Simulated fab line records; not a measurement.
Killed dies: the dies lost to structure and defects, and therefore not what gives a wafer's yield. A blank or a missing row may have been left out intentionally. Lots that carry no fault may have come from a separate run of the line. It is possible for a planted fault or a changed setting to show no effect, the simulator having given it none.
Comparing a struck lot with a sound one + flow gf180mcu + 17 out of 602 route steps
Sound: wafers L785.2, L785.3, L785.4. Wafers L792.1, L792.3, L792.4 were the ones struck. The cause comes at the end.
For every step that has rows: the tool of each side, followed by ch and its chambers, followed by its first start. Under that, the readings that differ: sound wafers + struck wafers + difference of the means + sigmas: that difference in standard deviations of wafers without a fault.
alike: words and numbers the same on both sides, and readings whose means are apart by under 2 such deviations; not compared: readings that were withheld, readings missing a value for some wafer, numbers with overlapping values and no deviation given by the record, and bounds like >300 which may hide the same value.
A row with sigmas, a row that says differs or no value, or rows on one side alone: a step with any of these is where the two part. Non-overlapping numbers with no deviation appear without sigmas and do not part them. A reading missing from all wafers of one side parts the sides only when that side holds two or more wafers.

first, 3 steps without rows for these wafers: GF_DUAL_GATE_CLEAN_00 (cleans in SC1/SC2, time 150 s); GF_DUAL_GATE_CLEAN_01 (cleans in dHF, time 20 s); GF_DUAL_GATE_OXIDATION_02 (stabilise 600 s, purge 300 s, target thk 10.887 nm).
GF_DUAL_GATE_THK_MEAS_03:
  sound: film metro-01 at day 10 14:18; struck: film metro-01 at day 12 23:05
  alike: DUAL_GATE_OXIDATION_00_THK
then, 3 steps without rows for these wafers: GF_DUAL_GATE_DEHYDRATE_04 (time 60 s); GF_DUAL_GATE_HMDS_05 (prime time 60 s); GF_DUAL_GATE_COAT_06 (resist thk 1000 nm).
GF_DUAL_GATE_SOFTBAKE_07: time 62.44 s.
  sound on litho track-01 ch 0, day 10 23:08; struck on litho track-03 ch 0, day 13 09:38
  alike: chill plate temp C, plate sensor t centre C, plate sensor t edge C
then, 3 steps without rows for these wafers: GF_DUAL_GATE_EXPOSE_08 (exposes mask Dualgate, target cd 700 nm); GF_DUAL_GATE_PEB_09; GF_DUAL_GATE_DEVELOP_10 (develop time 60 s).
GF_DUAL_GATE_OVL_MEAS_11:
  sound: overlay-01 at day 11 08:24; struck: overlay-02 at day 13 19:20
  alike: DUAL_GATE_OVL
GF_DUAL_GATE_WET_ETCH_12: etches SiO2 in dHF, target depth 13 nm, time 260 s.
  sound on wet bench-02 ch 1, day 11 08:26; struck on wet bench-03 ch 2, day 13 19:23
  no value came back on the struck wafers for bath heat duty pct (%), run length s (s); on the sound wafers bath heat duty pct (%) reads 6.4 6.8 7.5
| reading                              | sound             | struck          | difference | sigmas |
|--------------------------------------|-------------------|-----------------|------------|--------|
| model.SiO2_of_STI_CVD_23.thk nm (nm) | 363.1 360.8 363.3 | 378.9 374.5 376 | +14.1      |        |
GF_DUAL_GATE_STRIP_13: strips in O2/N2.
  sound on plasma asher-01 ch 0,1, day 11 08:31; struck on plasma asher-01 ch 0,1, day 13 19:28
  alike: drypump motor current A, heater power w, oes product au, strip time to endpoint s
  not compared: rf hours counter h
GF_DUAL_GATE_CLEAN_14: cleans in SC1/SC2, time 150 s.
  sound on wet bench-02 ch 3, day 11 08:37; struck on wet bench-04 ch 2, day 13 19:34
| reading                              | sound             | struck            | difference | sigmas |
|--------------------------------------|-------------------|-------------------|------------|--------|
| model.SiO2_of_STI_CVD_23.thk nm (nm) | 362.5 360.2 362.6 | 378.2 373.9 375.3 | +14.0      |        |
then, 1 step without rows for these wafers: GF_DUAL_GATE_OXIDATION_15 (stabilise 600 s, purge 300 s, target thk 7.098 nm).
-- here the record skips 21 days between the struck wafers' starts before and after, leaving off in module DUAL_GATE and picking up in module PASSIVATION (first step shown: number 602 of the route) --
GF_PASSIVATION_PROBE_99:
  rows exist in the record for the struck wafers here (prober-01, day 34 08:35), but not for the sound ones

== WHERE THEY PART ==
Last at GF_PASSIVATION_PROBE_99 as far as this record goes, first at GF_DUAL_GATE_WET_ETCH_12.

WHY: what the simulator had put in
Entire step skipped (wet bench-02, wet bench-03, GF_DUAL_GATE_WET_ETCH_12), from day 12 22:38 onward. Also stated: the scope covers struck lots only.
